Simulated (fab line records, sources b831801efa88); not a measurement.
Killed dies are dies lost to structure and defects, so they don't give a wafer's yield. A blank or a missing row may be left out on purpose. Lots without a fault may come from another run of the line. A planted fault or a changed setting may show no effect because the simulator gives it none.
fab line records | flow gf180mcu
record lots=10 wafers=29 last_day=34
route steps=602 shown V2@404 M3@425 V3@445 V4@500
lots that met no fault: from a run of the same line without faults
start_h: hours from the record's first day to the start of the lot's first wafer shown | wait_h: hours since the lot's step before | " the same as in the row above | L1.1+2: a row that stands for several wafers | - no value, or no start given | * or withheld: withheld | < > ~ a bound
route shown NAME@n: a module of which the file shows steps, and the number in the route of the first | usual: mean/standard deviation of fault-free wafers | same: alike in all rows | chamber/n: place in a boat | sites: the reading at each site | _std_site: their standard deviation | _edge_site: outer sites' mean less inner sites' | radius_mm: how far each site lies from the wafer's centre | mask NAME#n: copy n | behind: the tool/chamber that last shaped the wafer | hold: why the lot was held/for how many hours/how that ended | device: the transistor (n, p or np) that didn't switch | end of line: the same wafers' tests at the end of the route | a step without rows: its recipe alone | killed: dies lost to structure and defects at the first sort, not the wafer's yield | map: a wafer's dies, x killed, . not, _ none there
set.NAME: the setting as run; set.NAME@STEP: as run at that earlier step | model.NAME: the simulator's own value behind a step, which no gauge read
steps of the route over a sample of lots; a table a step, a row a wafer
services: from which hour (start_h, from the record's first day; less than 0 if before it) a tool's chamber was out of use, for how many hours, and why
## steps
# step GF_V2_SPUTTER_22
# recipe material=TiN target_thk_nm=10 chamber_pressure_pa=5 power_w=4000 time_s=40
# usual throttle_valve_pct=30.1/0.71
# same time_s=40
# columns lot.wafer tool chamber start_h wait_h throttle_valve_pct
L292.3 pvd_sputter-04 - 471.78 0.0 29.4
L292.4 " - " " 30.5
L292.6 " - " " 30.6
L293.1 pvd_sputter-03 - 482.14 0.0 29.1
L293.2 " - " " 31.3
L293.4 " - " " 29.6
L297.3 pvd_sputter-01 - 517.47 0.0 29.9
L297.4 " - " " 30.4
L297.5 " - " " 29.9
L301.1 pvd_sputter-03 - 549.52 0.0 29.1
L301.6 " - " " 29.0
L309.1 pvd_sputter-04 - 620.25 0.0 31.1
L309.3 " - " " 30.0
L309.5 " - " " 30.5
L310.2 pvd_sputter-03 - 633.47 0.0 29.8
L310.3 " - " " 29.6
L310.5 " - " " 31.3
L311.2 pvd_sputter-03 - 635.80 0.0 29.1
L311.4 " - " " 31.5
L311.5 " - " " 29.9
L312.1 pvd_sputter-04 - 642.32 0.0 31.4
L312.2 " - " " 29.3
L312.3 " - " " 30.2
L313.3 pvd_sputter-03 - 646.07 0.0 29.8
L313.4 " - " " 29.6
L313.5 " - " " 29.4
L314.2 pvd_sputter-01 - 656.16 0.0 30.5
L314.3 " - " " 29.8
L314.4 " - " " 30.3
# step GF_V2_CVD_23
# recipe material=W target_thk_nm=350 time_s=104.94 temp_c=400 pressure_torr=40
# usual heater_power_w=774/41
# same time_s=104.94
# columns lot.wafer tool chamber start_h wait_h heater_power_w
L292.3 cvd_w-01 1 471.86 0.1 848
L292.4 " 0 " " 759
L292.6 " 1 " " 878
L293.1 cvd_w-02 1 482.18 0.0 761
L293.2 " 0 " " 742
L293.4 " 1 " " 761
L297.3 cvd_w-02 1 517.55 0.1 782
L297.4 " 0 " " 752
L297.5 " 1 " " 794
L301.1 cvd_w-02 0 549.56 0.0 738
L301.6 " 1 " " 792
L309.1 cvd_w-01 1 620.29 0.0 882
L309.3 " 0 " " 777
L309.5 " 1 " " 855
L310.2 cvd_w-02 1 633.51 0.0 774
L310.3 " 1 " " 779
L310.5 " 1 " " 790
L311.2 cvd_w-02 0 635.84 0.0 758
L311.4 " 0 " " 747
L311.5 " 0 " " 744
L312.1 cvd_w-02 1 642.36 0.0 783
L312.2 " 0 " " 759
L312.3 " 1 " " 783
L313.3 cvd_w-01 0 646.15 0.1 781
L313.4 " 1 " " 882
L313.5 " 1 " " 890
L314.2 cvd_w-02 1 656.20 0.0 793
L314.3 " 0 " " 751
L314.4 " 1 " " 769
# step GF_M3_METAL_ETCH_16
# recipe chemistry=Cl2/BCl3 mask_material=KrF target_depth_nm=750.8 stop_on=SiO2 pressure_mtorr=8 icp_w=800 bias_w=140 Cl2_flow_sccm=80 bcl3_flow_sccm=40 time_s=125.1
# usual bias_w=140.1/0.42 drypump_motor_current_A=5.6/0.38 oes_product_au=0.991/0.0071 throttle_valve_pct=28.230/0.012
# same time_s=125.1
# columns lot.wafer tool chamber start_h wait_h bias_w drypump_motor_current_A oes_product_au rf_hours_counter_h throttle_valve_pct
L292.3 rie_metal-01 0 496.50 0.1 139.7 5.8 0.995 - 28.235
L292.4 " 1 " " 140.2 6.0 0.987 - 28.237
L292.6 " 1 " " 139.5 6.0 0.987 - 28.216
L293.1 rie_metal-01 0 506.99 0.0 140.2 5.8 0.989 1 28.219
L293.2 " 1 " " 139.7 6.0 0.981 9 28.240
L293.4 " 1 " " 140.0 6.0 0.985 - 28.223
L297.3 rie_metal-01 1 540.42 0.1 140.0 6.0 0.999 - 28.240
L297.4 " 0 " " 140.1 5.8 0.992 - 28.210
L297.5 " 1 " " 139.8 6.0 0.989 - 28.227
L301.1 rie_metal-03 0 572.44 0.0 140.5 6.0 1.006 10 28.214
L301.6 " 1 " " 140.6 5.0 1.000 - 28.224
L309.1 rie_metal-04 0 641.76 0.0 140.7 5.4 0.989 3 28.236
L309.3 " 1 " " 139.9 5.6 0.985 - 28.245
L309.5 " 0 " " 139.3 5.4 0.984 - 28.222
L310.2 rie_metal-01 0 654.27 0.0 140.2 5.8 0.995 5 28.212
L310.3 " 1 " " 140.3 6.0 0.993 - 28.232
L310.5 " 1 " " 140.3 6.0 0.994 - 28.225
L311.2 rie_metal-03 0 656.29 0.0 139.3 6.0 0.998 13 28.232
L311.4 " 1 " " 140.5 5.0 0.994 - 28.207
L311.5 " 1 " " 140.5 5.0 1.001 - 28.221
L312.1 rie_metal-04 1 663.35 0.0 140.2 5.6 0.969 15 28.264
L312.2 " 0 " " 140.0 5.4 0.993 4 28.211
L312.3 " 1 " " 140.6 5.6 0.974 - 28.261
L313.3 rie_metal-03 1 666.18 0.1 139.4 5.1 0.998 - 28.236
L313.4 " 0 " " 139.8 6.0 0.995 - 28.239
L313.5 " 0 " " 140.0 6.0 0.989 - 28.234
L314.2 rie_metal-03 1 675.99 0.0 140.3 5.0 0.992 13 28.218
L314.3 " 0 " " 140.4 6.0 0.992 - 28.231
L314.4 " 1 " " 139.5 5.0 1.009 - 28.223
# step GF_M3_STRIP_17
# recipe chemistry=O2/N2 power_w=1400 pressure_mtorr=1500 platen_temp_c=250 o2_flow_sccm=3000 n2_flow_sccm=300 overash_fraction=0.5
# usual drypump_motor_current_A=6.08/0.22 heater_power_w=341/23 n2_flow_sccm=300.1/0.96 oes_product_au=0.537/0.0052 strip_time_to_endpoint_s=7.39/0.061
# columns lot.wafer tool chamber start_h wait_h drypump_motor_current_A heater_power_w n2_flow_sccm oes_product_au rf_hours_counter_h strip_time_to_endpoint_s
L292.3 plasma_asher-04 0 496.62 0.1 5.86 352 298.5 0.539 - 7.38
L292.4 " 1 " " 6.20 308 300.6 0.534 - 7.42
L292.6 " 1 " " 6.22 308 302.0 0.537 - 7.43
L293.1 plasma_asher-04 0 507.12 0.1 5.85 352 301.0 0.535 8 7.36
L293.2 " 1 " " 6.21 307 300.7 0.537 8 7.36
L293.4 " 0 " " 5.84 351 301.3 0.538 - 7.38
L297.3 plasma_asher-04 0 540.54 0.1 5.85 349 300.9 0.542 - 7.37
L297.4 " 1 " " 6.21 305 299.9 0.542 - 7.34
L297.5 " 1 " " 6.19 314 299.6 0.534 - 7.42
L301.1 plasma_asher-02 1 572.57 0.1 6.14 328 299.9 0.480 78 6.18
L301.6 " 0 " " 6.26 343 300.9 0.479 - 6.04
L309.1 plasma_asher-03 0 641.88 0.1 5.74 331 300.2 0.547 56 7.41
L309.3 " 1 " " 6.39 383 299.0 0.543 - 7.50
L309.5 " 0 " " 5.71 335 300.6 0.539 - 7.41
L310.2 plasma_asher-04 0 654.40 0.1 5.85 346 298.7 0.539 23 7.38
L310.3 " 0 " " 5.85 349 299.2 0.540 - 7.36
L310.5 " 1 " " 6.23 312 300.7 0.533 - 7.38
L311.2 plasma_asher-04 1 656.41 0.1 6.22 310 301.2 0.532 23 7.37
L311.4 " 0 " " 5.85 351 299.5 0.535 - 7.28
L311.5 " 1 " " 6.18 307 299.9 0.538 - 7.28
L312.1 plasma_asher-03 0 663.48 0.1 5.76 338 300.4 0.546 58 7.55
L312.2 " 1 " " 6.32 362 301.6 0.536 58 7.42
L312.3 " 0 " " 5.76 339 298.4 0.539 - 7.49
L313.3 plasma_asher-03 0 666.30 0.1 5.77 331 299.8 0.537 - 7.33
L313.4 " 1 " " 6.35 373 301.2 0.539 - 7.41
L313.5 " 0 " " 5.76 326 299.3 0.533 - 7.44
L314.2 plasma_asher-02 1 676.11 0.1 6.13 329 300.7 0.530 89 7.33
L314.3 " 1 " " 6.14 332 300.5 0.544 - 7.42
L314.4 " 0 " " 6.26 337 300.0 0.528 - 7.33
# step GF_V3_ETCH_16
# recipe chemistry=N2/H2 target_depth_a=withheld overetch_a=withheld time_s=withheld target=BARC ion_energy_ev=200 source_w=500 bias_w=100 pressure_mtorr=30 n2_flow_sccm=100 h2_flow_sccm=200
# usual bias_w=100.02/0.27 drypump_motor_current_A=5.5/0.35 n2_flow_sccm=99.97/0.28 oes_product_au=0.856/0.0043 throttle_valve_pct=13.225/0.0095
# columns lot.wafer tool chamber start_h wait_h bias_w drypump_motor_current_A n2_flow_sccm oes_product_au throttle_valve_pct
L292.3 rie_diel-02 0 520.80 0.0 99.83 5.4 100.02 0.855 13.227
L292.4 " 3 " " 99.64 5.4 100.38 0.854 13.230
L292.6 " 0 " " 99.51 5.4 100.11 0.857 13.223
L293.1 rie_diel-03 1 531.92 0.0 100.26 5.8 99.62 0.857 13.218
L293.2 " 2 " " 100.19 5.7 100.01 0.860 13.230
L293.4 " 3 " " 100.03 5.9 99.54 0.845 13.220
L297.3 rie_diel-03 2 563.74 0.0 99.85 5.8 99.82 0.855 13.217
L297.4 " 0 " " 99.81 5.6 100.16 0.863 13.222
L297.5 " 2 " " 100.10 5.7 99.59 0.856 13.229
L301.1 rie_diel-02 0 595.42 0.0 99.88 5.4 99.72 0.859 13.214
L301.6 " 0 " " 100.16 5.5 99.25 0.857 13.217
L309.1 rie_diel-02 2 663.47 0.0 99.88 5.3 99.95 0.861 13.240
L309.3 " 1 " " 99.92 5.3 99.85 0.851 13.222
L309.5 " 0 " " 100.06 5.4 100.26 0.861 13.232
L310.2 rie_diel-02 0 674.40 0.0 100.24 5.4 100.08 0.859 13.231
L310.3 " 1 " " 99.83 5.3 99.79 0.853 13.224
L310.5 " 3 " " 99.72 5.4 100.10 0.861 13.213
L311.2 rie_diel-04 3 676.97 0.0 100.71 5.3 100.05 0.852 13.222
L311.4 " 1 " " 100.41 4.7 99.48 0.862 13.220
L311.5 " 3 " " 100.10 5.3 99.75 0.859 13.222
L312.1 rie_diel-04 1 683.57 0.0 99.93 4.7 99.94 0.853 13.232
L312.2 " 2 " " 100.55 5.7 100.00 0.864 13.226
L312.3 " 0 " " 99.89 6.2 99.59 0.859 13.224
L313.3 rie_diel-04 0 687.39 0.0 100.34 6.2 100.25 0.854 13.230
L313.4 " 3 " " 100.18 5.3 99.73 0.853 13.235
L313.5 " 1 " " 100.15 4.7 99.55 0.851 13.230
L314.2 rie_diel-04 3 696.27 0.0 100.43 5.3 100.02 0.851 13.232
L314.3 " 2 " " 99.83 5.7 100.15 0.851 13.242
L314.4 " 0 " " 100.33 6.2 99.52 0.857 13.227
# step GF_V4_RS_MEAS_24
# recipe thk_meas_gauge=four-point-probe reads=W_of_V4_CVD_23+TiN_of_V4_SPUTTER_22+Ti_of_V4_SPUTTER_21
# usual V4_W_RS=0.326/0.004
# columns lot.wafer tool chamber start_h wait_h hold V4_W_RS[ohm/sq]
L292.3 film_metro-03 - 569.96 0.2 - 0.323
L292.4 " - " " - 0.321
L292.6 " - " " - 0.322
L293.1 film_metro-04 - 578.93 0.1 - 0.323
L293.2 " - " " - 0.322
L293.4 " - " " - 0.326
L297.3 film_metro-04 - 609.72 0.1 - 0.319
L297.4 " - " " - 0.324
L297.5 " - " " - 0.323
L301.1 film_metro-01 - 640.65 0.1 await_dispo/0.2h/release 0.326
L301.6 " - " " await_dispo/0.2h/release 0.329
L301.1 film_metro-01 - 640.93 0.3 - 0.326
L301.6 " - " " - 0.329
L309.1 film_metro-04 - 705.17 0.1 - 0.326
L309.3 " - " " - 0.325
L309.5 " - " " - 0.324
L310.2 film_metro-01 - 715.52 0.1 - 0.330
L310.3 " - " " - 0.331
L310.5 " - " " - 0.330
L311.2 film_metro-04 - 717.04 0.1 - 0.340
L311.4 " - " " - 0.334
L311.5 " - " " - 0.341
L312.1 film_metro-03 - 724.82 0.1 - 0.328
L312.2 " - " " - 0.331
L312.3 " - " " - 0.330
L313.3 film_metro-04 - 727.95 0.1 - 0.326
L313.4 " - " " - 0.328
L313.5 " - " " - 0.329
L314.2 film_metro-03 - 734.99 0.1 - 0.331
L314.3 " - " " - 0.330
L314.4 " - " " - 0.327
# step GF_V4_THK_MEAS_25
# recipe thk_meas_gauge=xrf reads=W_of_V4_CVD_23
# usual V4_W_THK=351/6.9
# columns lot.wafer tool chamber start_h wait_h hold V4_W_THK[nm]
L292.3 film_metro-03 - 570.06 0.1 - 344
L292.4 " - " " - 345
L292.6 " - " " - 345
L293.1 film_metro-04 - 579.05 0.1 - 353
L293.2 " - " " - 353
L293.4 " - " " - 350
L297.3 film_metro-04 - 609.82 0.1 - 359
L297.4 " - " " - 355
L297.5 " - " " - 353
L301.1 film_metro-01 - 643.53 2.6 await_dispo/0.2h/release 356
L301.6 " - " " await_dispo/0.2h/release 352
L301.1 film_metro-01 - 643.76 0.2 - 357
L301.6 " - " " - 353
L309.1 film_metro-04 - 705.29 0.1 - 354
L309.3 " - " " - 353
L309.5 " - " " - 356
L310.2 film_metro-01 - 715.63 0.1 - 352
L310.3 " - " " - 352
L310.5 " - " " - 351
L311.2 film_metro-04 - 717.15 0.1 - 339
L311.4 " - " " - 345
L311.5 " - " " - 337
L312.1 film_metro-03 - 724.94 0.1 - 345
L312.2 " - " " - 340
L312.3 " - " " - 343
L313.3 film_metro-04 - 728.05 0.1 - 353
L313.4 " - " " - 351
L313.5 " - " " - 349
L314.2 film_metro-03 - 735.10 0.1 - 342
L314.3 " - " " - 344
L314.4 " - " " - 346
## services
# columns tool chamber start_h hours kind
cvd_w-02 1 461.76 9.5 repair
pvd_sputter-04 - 482.86 1.4 repair
rie_diel-02 2 501.31 7.0 repair
pvd_sputter-04 - 507.40 3.2 repair
rie_diel-02 0 508.96 6.9 repair
plasma_asher-04 - 510.31 9.6 repair
plasma_asher-03 - 515.50 14.6 pm
pvd_sputter-04 - 530.37 3.4 repair
rie_diel-04 2 535.85 9.2 repair
plasma_asher-04 - 552.58 4.7 repair
rie_diel-04 - 553.92 14.6 pm
plasma_asher-04 - 566.68 2.8 pm
cvd_w-01 0 569.57 4.3 repair
rie_diel-04 - 582.05 0.1 repair
rie_diel-04 3 584.74 15.7 repair
cvd_w-02 1 594.60 13.0 repair
pvd_sputter-03 - 600.12 2.1 repair
rie_diel-02 - 602.21 0.2 repair
rie_diel-02 - 623.60 0.3 repair
rie_diel-04 2 624.76 6.2 repair
rie_metal-01 - 641.18 10.0 pm
rie_diel-02 3 658.30 5.7 repair
pvd_sputter-03 - 666.79 4.2 repair
rie_metal-01 0 695.29 18.4 repair
## key
first_sign step=GF_M3_STRIP_17 reading=strip_time_to_endpoint_s direction=down sigmas=21 usual=* struck=*
effect step=GF_M3_STRIP_17 reading=oes_product_au direction=down sigmas=11 usual=0.537 struck=0.480
met_at GF_M3_METAL_ETCH_16
struck_lots L301
struck_wafers L301.1,L301.6
not_acting_at GF_V2_SPUTTER_22,GF_V2_CVD_23,GF_V3_ETCH_16
fault kind=process_parameter_drift tool=rie_metal-03 chamber=- onset_h=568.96 steps=GF_M3_METAL_ETCH_16 channel=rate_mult offset=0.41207 shape=step end_h=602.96 scope=struck_wafers_only
